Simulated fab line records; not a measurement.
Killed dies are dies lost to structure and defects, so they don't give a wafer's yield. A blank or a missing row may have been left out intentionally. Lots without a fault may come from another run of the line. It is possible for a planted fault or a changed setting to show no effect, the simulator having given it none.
A struck lot beside a sound one | flow sky130 | 23 out of 708 route steps
Sound: these wafers, L848.1, L848.3, L848.6. The struck wafers were L844.1, L844.4, L844.5. The cause is given at the end.
For every step that has rows: the tool of each side, followed by ch and its chambers, followed by its first start. Under that, the readings that differ: sound wafers | struck wafers | difference of the means | sigmas: that difference in standard deviations of wafers without a fault.
alike: readings whose means differ by less than 2 such deviations, and words and numbers that are the same on both sides. not compared: withheld readings, readings that some wafer has no value for, bounds like >300 that may hide the same value, and numbers for which the record gives no deviation and whose values overlap.
Wherever a step has rows on one side only, a row that says differs or no value, or a row with sigmas, the two part there. Numbers that don't overlap but have no deviation are shown without sigmas and don't part them. A reading that every wafer of one side lacks parts them only if that side has two wafers or more.

first, 1 step without rows for these wafers: SKY_CAP2M_DEVELOP_11 (develop time 60 s).
SKY_CAP2M_OVL_MEAS_12:
  sound: overlay-02 at day 46 19:55; struck: overlay-01 at day 45 18:59
  alike: CAP2M_OVL
SKY_CAP2M_METAL_ETCH_13: etches TiN in Cl2/BCl3, stops on SiO2, target depth 220 nm, time 62.9 s.
  sound on rie-metal-01 ch 0,1, day 46 19:56; struck on rie-metal-01 ch 0,1, day 45 19:02
  alike: bias-w, drypump-motor-current-A, oes-product-au, throttle-valve-pct
  not compared: rf-hours-counter-h
SKY_CAP2M_STRIP_14: strips in O2/N2.
  sound on plasma-asher-04 ch 0, day 46 20:01; struck on plasma-asher-04 ch 0,1, day 45 19:06
  alike: drypump-motor-current-A, oes-product-au, strip-time-to-endpoint-s
  not compared: rf-hours-counter-h
then, 8 steps without rows for these wafers: SKY_CAP2M_STRIP_15 (strips in post etch residue remover, time 1200 s); SKY_CAP2M_CLEAN_16 (cleans in IPA, time 180 s); SKY_CAP2M_CLEAN_17 (cleans in O3/DIW); SKY_METAL4_DEHYDRATE_05 (time 60 s); SKY_METAL4_HMDS_06 (prime time 60 s); SKY_METAL4_COAT_07 (resist thk 59.38 nm); SKY_METAL4_COAT_08 (resist thk 1140 nm); SKY_METAL4_SOFTBAKE_09 (time 90 s).
SKY_METAL4_EXPOSE_10: exposes mask MM4, target cd 300 nm.
  sound on krf-scanner-02 ch 0, day 47 07:14; struck on krf-scanner-01 ch 0, day 46 06:56
  reading              | sound                | struck               | difference | sigmas
  exposure-dose-mJ-cm2 | 27.954 27.931 27.928 | 26.508 26.516 26.478 | -1.437     | -55
  alike: mask, focus-offset-nm
then, 2 steps without rows for these wafers: SKY_METAL4_PEB_11; SKY_METAL4_DEVELOP_12 (develop time 60 s).
SKY_METAL4_CD_MEAS_13: target cd 300 nm.
  sound: cd-sem-01 at day 47 17:22; struck: cd-sem-01 at day 46 17:28
  reading    | sound             | struck            | difference | sigmas
  cd-nm (nm) | 298.4 298.4 300.2 | 308.7 307.5 309.8 | +9.7       | +6
SKY_METAL4_OVL_MEAS_14:
  sound: overlay-02 at day 47 17:29; struck: overlay-02 at day 46 17:35
  alike: METAL4_OVL
SKY_METAL4_DESCUM_15: chemistry O2, time 8 s.
  sound on rie-metal-03 ch 1, day 47 17:32; struck on rie-metal-04 ch 0, day 46 17:38
  reading                 | sound         | struck            | difference | sigmas
  model.METAL4.cd-nm (nm) | 299 299 300.4 | 308.8 307.9 309.7 | +9.3       |
  alike: drypump-motor-current-A, oes-product-au, temp-c
  not compared: rf-hours-counter-h
SKY_METAL4_ETCH_16: etches BARC in N2/H2, stops on SiO2, time 88.2 s, target depth 60 nm.
  sound on rie-metal-03 ch 1, day 47 17:35; struck on rie-metal-04 ch 0, day 46 17:40
  alike: bias-w, drypump-motor-current-A, oes-product-au, throttle-valve-pct
  not compared: rf-hours-counter-h
SKY_METAL4_ETCH_17: etches SiO2 in C4F8/O2/Ar, stops on TiN, time 3.9 s, target depth 15 nm.
  sound on rie-diel-01 ch 1,3, day 47 17:47; struck on rie-diel-01 ch 0,2, day 46 17:46
  reading               | sound             | struck            | difference | sigmas
  oes-product-au (a.u.) | 0.733 0.741 0.741 | 0.758 0.757 0.763 | +0.021     | +3
  alike: bias-w
  not compared: rf-hours-counter-h
SKY_METAL4_METAL_ETCH_18: etches the open film in Cl2/BCl3, stops on SiO2, target depth 845 nm, time 183.1 s.
  sound on rie-metal-01 ch 0, day 47 17:49; struck on rie-metal-01 ch 0,1, day 46 17:47
  reading                 | sound             | struck          | difference | sigmas
  model.METAL4.cd-nm (nm) | 303.7 304.2 304.3 | 314 311.6 311.9 | +8         |
  alike: bias-w, drypump-motor-current-A, oes-product-au, throttle-valve-pct
  not compared: rf-hours-counter-h
SKY_METAL4_STRIP_19: strips in O2/N2.
  sound on plasma-asher-01 ch 0,1, day 47 18:10; struck on plasma-asher-04 ch 0,1, day 46 17:57
  reading               | sound             | struck            | difference | sigmas
  oes-product-au (a.u.) | 0.499 0.507 0.505 | 0.500 0.496 0.482 | -0.011     | -2
  alike: drypump-motor-current-A, strip-time-to-endpoint-s
  not compared: rf-hours-counter-h
-- the record jumps here: 3 days lie between the struck wafers' starts before and after (it left off in module METAL4 and takes up again in module PAD_OPEN, whose first step shown is number 708 of the route) --
SKY_PAD_OPEN_PROBE_99:
  sound: prober-01 at day 51 01:50; struck: prober-02 at day 50 04:46
  reading                        | sound         | struck            | difference | sigmas
  sort_bin_8_speed (%)           | 0.4 0 0       | 1.4 0 2.4         | +1.1       | +3
  model.etest.met4.width-nm (nm) | 302.1 303 309 | 313.9 314.4 312.2 | +8.8       |
  alike: defect-limited-yield, killed_at_M0_to_M3, killed_at_M4_up, killed-at-contacts, killed-at-front-end, killed-at-other, killed-dies, killed-open, killed-short, sort_bin_3_pad_short, sort_bin_5_function, sort_bin_6_memory, sort-n-pass, sort-yield-pct
  not compared: model.etest.met4.line-ohm-um

## WHERE THEY PART
First at SKY_METAL4_EXPOSE_10; last, within this record, at SKY_PAD_OPEN_PROBE_99.

WHY: whatever the simulator had introduced
Process parameters drifting: krf-scanner-01 at SKY_METAL4_EXPOSE_10, beginning at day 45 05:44. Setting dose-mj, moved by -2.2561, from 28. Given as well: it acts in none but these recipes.
